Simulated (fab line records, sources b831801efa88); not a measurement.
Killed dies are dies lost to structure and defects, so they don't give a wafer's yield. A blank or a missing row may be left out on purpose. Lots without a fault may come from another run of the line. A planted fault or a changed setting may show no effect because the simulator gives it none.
Which tool did it? | flow sky130 | 11 lots, 33 wafers sampled, at 6 steps of a route of 708

WHAT THE GAUGES READ, wafer by wafer
SKY_LDD_LDN_OVL_MEAS_07. Usual: LDD_LDN_OVL 0.6 nm, standard deviation 1.2.
lot  | measured     | on         | LDD_LDN_OVL (nm) | flag
L601 | day 23 11:58 | overlay-01 | -0.1 0.9 2.0     |
L602 | day 24 01:55 | overlay-02 | -0.6 -2.1 -0.1   |
L605 | day 25 03:01 | overlay-01 | -1.6 -0.1 -1.2   |
L608 | day 26 06:56 | overlay-02 | -0.2 -1.4 -0.7   |
L609 | day 26 15:37 | overlay-01 | -2.1 0.8 -0.2    |
L618 | day 29 12:57 | overlay-02 | 3.6 2.1 -0.1     |
L619 | day 29 16:56 | overlay-02 | 2.8 1.6 0.2      |
L620 | day 29 21:28 | overlay-01 | 2.6 1.3 1.3      |
L622 | day 30 21:39 | overlay-02 | 0.3 2.7 1.3      |
L623 | day 31 00:47 | overlay-02 | 0.4 -0.3 1.7     |
L624 | day 31 03:19 | overlay-01 | 0.0 1.0 0.7      |

SKY_SD_N_TW_MEAS_12. Usual: SD_N_TW 3976, standard deviation 42.
lot  | measured     | on            | SD_N_TW        | flag
L601 | day 28 16:44 | film_metro-03 | 3985 3980 4008 |
L602 | day 29 04:07 | film_metro-04 | 4013 4022 4013 |
L605 | day 30 05:52 | film_metro-03 | 4023 4030 4034 |
L608 | day 31 06:23 | film_metro-04 | 3999 3990 4005 |
L609 | day 31 13:51 | film_metro-01 | 3915 3941 3920 |
L618 | day 34 11:25 | film_metro-01 | 3914 3920 3931 |
L619 | day 34 13:47 | film_metro-03 | 3903 3921 3926 |
L620 | day 34 19:55 | film_metro-04 | 3969 3973 3986 |
L622 | day 35 15:27 | film_metro-01 | 3914 3908 3914 |
L623 | day 35 17:07 | film_metro-04 | 4029 4021 4015 |
L624 | day 35 20:08 | film_metro-04 | 4008 4002 4013 |

SKY_SD_N_RS_MEAS_16: measures by four-point-probe. Usual: SD_N_RS 68.63 ohm/sq, standard deviation 0.12.
lot  | measured     | on            | SD_N_RS (ohm/sq)  | flag
L601 | day 28 17:01 | film_metro-04 | 68.63 68.72 68.58 |
L602 | day 29 04:25 | film_metro-04 | 68.57 68.69 68.72 |
L605 | day 30 06:10 | film_metro-03 | 68.50 68.50 68.56 |
L608 | day 31 06:44 | film_metro-04 | 68.91 68.94 69.00 |
L609 | day 31 14:08 | film_metro-04 | 68.69 68.81 68.70 |
L618 | day 34 11:43 | film_metro-04 | 68.51 68.65 68.71 |
L619 | day 34 14:05 | film_metro-04 | 73.78 73.86 73.83 | OFF
L620 | day 34 20:13 | film_metro-01 | 73.74 73.90 73.71 | OFF
L622 | day 35 15:44 | film_metro-01 | 68.75 68.64 68.78 |
L623 | day 35 17:26 | film_metro-03 | 68.69 68.67 68.59 |
L624 | day 35 20:26 | film_metro-03 | 68.55 68.58 68.42 |

WHICH TOOL RAN EACH LOT (tool, then ch and the chambers of the sampled wafers, then the start)
lot  | SKY_LDD_HVP_STRIP_09                 | SKY_SD_N_IMPLANT_09             | SKY_SD_N_STRIP_11
L601 | plasma_asher-03 ch 0,1, day 22 05:15 | implanter-03 ch 0, day 28 16:21 | plasma_asher-03 ch 1, day 28 16:37
L602 | plasma_asher-02 ch 0,1, day 22 19:21 | implanter-02 ch 0, day 29 03:43 | plasma_asher-03 ch 0,1, day 29 04:01
L605 | plasma_asher-04 ch 0,1, day 23 20:26 | implanter-02 ch 0, day 30 05:28 | plasma_asher-01 ch 0,1, day 30 05:46
L608 | plasma_asher-04 ch 0,1, day 25 01:01 | implanter-02 ch 0, day 31 06:01 | plasma_asher-03 ch 0,1, day 31 06:18
L609 | plasma_asher-04 ch 0,1, day 25 09:21 | implanter-01 ch 0, day 31 13:27 | plasma_asher-02 ch 0,1, day 31 13:45
L618 | plasma_asher-02 ch 0,1, day 28 08:38 | implanter-01 ch 0, day 34 11:01 | plasma_asher-03 ch 0,1, day 34 11:19
L619 | plasma_asher-04 ch 0,1, day 28 13:11 | implanter-02 ch 0, day 34 13:25 | plasma_asher-02 ch 0,1, day 34 13:42
L620 | plasma_asher-04 ch 1, day 28 16:57   | implanter-02 ch 0, day 34 19:31 | plasma_asher-01 ch 0,1, day 34 19:49
L622 | plasma_asher-02 ch 0,1, day 29 17:39 | implanter-01 ch 0, day 35 15:03 | plasma_asher-03 ch 1, day 35 15:21
L623 | plasma_asher-03 ch 0,1, day 29 20:25 | implanter-03 ch 0, day 35 16:45 | plasma_asher-03 ch 0,1, day 35 17:02
L624 | plasma_asher-03 ch 0,1, day 29 23:02 | implanter-03 ch 0, day 35 19:45 | plasma_asher-01 ch 0,1, day 35 20:01
- SKY_LDD_HVP_STRIP_09: strips in O2/N2.
- SKY_SD_N_IMPLANT_09
- SKY_SD_N_STRIP_11: strips in O2/N2.

WHAT THE TOOLS THEMSELVES READ (means of the sampled wafers that have a number; where no wafer has one, the mark that the record gives instead)
SKY_LDD_HVP_STRIP_09. Usual: drypump_motor_current_A 5.7 A, standard deviation 0.37; n2_flow_sccm 299.9 sccm, standard deviation 0.88; oes_product_au 0.408 a.u., standard deviation 0.0039; strip_time_to_endpoint_s 4.139 s, standard deviation 0.016.
lot  | tool            | drypump_motor_current_A (A) | n2_flow_sccm (sccm) | oes_product_au (a.u.) | strip_time_to_endpoint_s (s) | flag
L601 | plasma_asher-03 | 5.2                         | 298.5               | 0.408                 | 4.139                        |
L602 | plasma_asher-02 | 5.8                         | 299.3               | 0.411                 | 4.153                        |
L605 | plasma_asher-04 | 5.8                         | 299.4               | 0.407                 | 4.146                        |
L608 | plasma_asher-04 | 6.1                         | 300.4               | 0.410                 | 4.148                        |
L609 | plasma_asher-04 | 6.1                         | 299.2               | 0.403                 | 4.119                        |
L618 | plasma_asher-02 | 5.9                         | 299.9               | 0.408                 | 4.138                        |
L619 | plasma_asher-04 | 5.8                         | 299.6               | 0.409                 | 4.126                        |
L620 | plasma_asher-04 | 6.3                         | 300.3               | 0.406                 | 4.145                        |
L622 | plasma_asher-02 | 5.8                         | 299.7               | 0.409                 | 4.120                        |
L623 | plasma_asher-03 | 5.3                         | 299.7               | 0.406                 | 4.146                        |
L624 | plasma_asher-03 | 5.2                         | 300.6               | 0.408                 | 4.158                        |

SKY_SD_N_IMPLANT_09. Usual: beam_on_s 19.1 s, standard deviation 0.89; dose_ions_cm2 4.002e+15, standard deviation 4.5e+12.
lot  | tool         | beam_on_s (s) | dose_ions_cm2 | flag
L601 | implanter-03 | 18.4          | 3.998e+15     |
L602 | implanter-02 | 19.7          | 4.006e+15     |
L605 | implanter-02 | 20.3          | 3.998e+15     |
L608 | implanter-02 | 19.8          | 3.996e+15     |
L609 | implanter-01 | 18.4          | 4.001e+15     |
L618 | implanter-01 | 18.1          | 3.997e+15     |
L619 | implanter-02 | 12.6          | 2.505e+15     | OFF
L620 | implanter-02 | 12.3          | 2.510e+15     | OFF
L622 | implanter-01 | 18.1          | 4.001e+15     |
L623 | implanter-03 | 18.5          | 4.005e+15     |
L624 | implanter-03 | 18.2          | 3.996e+15     |

SKY_SD_N_STRIP_11. Usual: drypump_motor_current_A 5.47 A, standard deviation 0.3; n2_flow_sccm 300.0 sccm, standard deviation 0.88; oes_product_au 0.528 a.u., standard deviation 0.0047; strip_time_to_endpoint_s 22.56 s, standard deviation 0.042.
lot  | tool            | drypump_motor_current_A (A) | n2_flow_sccm (sccm) | oes_product_au (a.u.) | strip_time_to_endpoint_s (s) | flag
L601 | plasma_asher-03 | 5.24                        | 300.2               | 0.533                 | 22.58                        |
L602 | plasma_asher-03 | 5.26                        | 299.6               | 0.525                 | 22.56                        |
L605 | plasma_asher-01 | 5.36                        | 299.0               | 0.529                 | 22.50                        |
L608 | plasma_asher-03 | 5.29                        | 300.3               | 0.529                 | 22.54                        |
L609 | plasma_asher-02 | 5.94                        | 298.9               | 0.528                 | 22.55                        |
L618 | plasma_asher-03 | 5.26                        | 300.3               | 0.533                 | 22.61                        |
L619 | plasma_asher-02 | 5.95                        | 300.0               | 0.551                 | 20.90                        | OFF
L620 | plasma_asher-01 | 5.38                        | 299.8               | 0.554                 | 20.92                        | OFF
L622 | plasma_asher-03 | 5.23                        | 300.2               | 0.532                 | 22.53                        |
L623 | plasma_asher-03 | 5.28                        | 299.9               | 0.525                 | 22.65                        |
L624 | plasma_asher-01 | 5.56                        | 300.4               | 0.529                 | 22.61                        |

THE ANSWER, worked out from the rows above alone
Rule: a lot is off if the mean of its wafers that have a number lies more than 3 standard deviations from the usual mean. A lot without any number at a reading at which 4 lots or more have one is off too. The other lots that the step has rows for count as sound. The gauges are gone through in route order, then the tools' own readings, and for those a lot's mean is taken as printed above. The first step at which some lot is off is used, and at that step the reading that is off furthest; a lot without a number counts as furthest.
Off: L619, L620, at SKY_SD_N_RS_MEAS_16 (SD_N_RS).
A tool fits if, at a process step before that reading, it ran every lot that is off, and no sound lot after the first of them. The gauges at SKY_SD_N_RS_MEAS_16 aren't tried: what is off there is off at SKY_SD_N_IMPLANT_09 too, on other tools, and a gauge's error can't cause that. Can't be told from this: 2 tools fit, plasma_asher-04 at SKY_LDD_HVP_STRIP_09, implanter-02 at SKY_SD_N_IMPLANT_09.

WHAT THE SIMULATOR HAD PUT IN
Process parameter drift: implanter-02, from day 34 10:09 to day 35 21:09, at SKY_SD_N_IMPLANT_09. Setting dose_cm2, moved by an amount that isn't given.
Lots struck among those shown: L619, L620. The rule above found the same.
